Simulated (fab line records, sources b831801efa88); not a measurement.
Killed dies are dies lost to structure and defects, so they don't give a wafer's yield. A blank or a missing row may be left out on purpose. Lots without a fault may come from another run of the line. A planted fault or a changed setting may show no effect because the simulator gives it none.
Which tool did it? | flow gf180mcu | 6 lots, 18 wafers sampled, at 2 steps of a route of 602

WHAT THE GAUGES READ, wafer by wafer
GF_DNWELL_TW_MEAS_09.
lot  | measured    | on            | DNWELL_TW
L749 | day 3 05:25 | film_metro-03 | 1369 1376 1374
L755 | day 4 12:48 | film_metro-03 | 1371 1363 1364
L759 | day 5 09:40 | film_metro-01 | 1354 1348 1348
L763 | day 6 07:43 | film_metro-04 | 1347 1352 1352
L765 | day 6 16:38 | film_metro-01 | 1208 1202 1211
L769 | day 7 18:53 | film_metro-03 | 1364 1369 1370

WHICH TOOL RAN EACH LOT (tool, then ch and the chambers of the sampled wafers, then the start)
lot  | GF_DNWELL_IMPLANT_07
L749 | implanter-03 ch 0, day 3 05:11
L755 | implanter-02 ch 0, day 4 12:34
L759 | implanter-01 ch 0, day 5 09:28
L763 | implanter-03 ch 0, day 6 07:26
L765 | implanter-03 ch 0, day 6 16:23
L769 | implanter-01 ch 0, day 7 18:40
- GF_DNWELL_IMPLANT_07

THE ANSWER, worked out from the rows above alone
Rule: what is usual is taken from the lots themselves. Put in order of their means at a reading, lots are off if they are a third of the lots or fewer, leave a main group of 4 or more, and stand apart from it by a gap of 3 or more times the standard deviation of the main group's means; of several such gaps the widest counts. A main group whose means are all the same, to the digits that the tables above print for the reading, isn't used. A lot without any number at a reading at which 4 lots or more have one is off too. The other lots that the step has rows for count as sound.
Off: L765, at GF_DNWELL_TW_MEAS_09 (DNWELL_TW). The main group: mean 1361, standard deviation 9.5.
A tool fits if, at a process step before that reading, it ran every lot that is off, and no sound lot after the first of them. The gauges at GF_DNWELL_TW_MEAS_09 are tried like those tools. Can't be told from this: 2 tools fit, implanter-03 at GF_DNWELL_IMPLANT_07, film_metro-01 at GF_DNWELL_TW_MEAS_09.

WHAT THE SIMULATOR HAD PUT IN
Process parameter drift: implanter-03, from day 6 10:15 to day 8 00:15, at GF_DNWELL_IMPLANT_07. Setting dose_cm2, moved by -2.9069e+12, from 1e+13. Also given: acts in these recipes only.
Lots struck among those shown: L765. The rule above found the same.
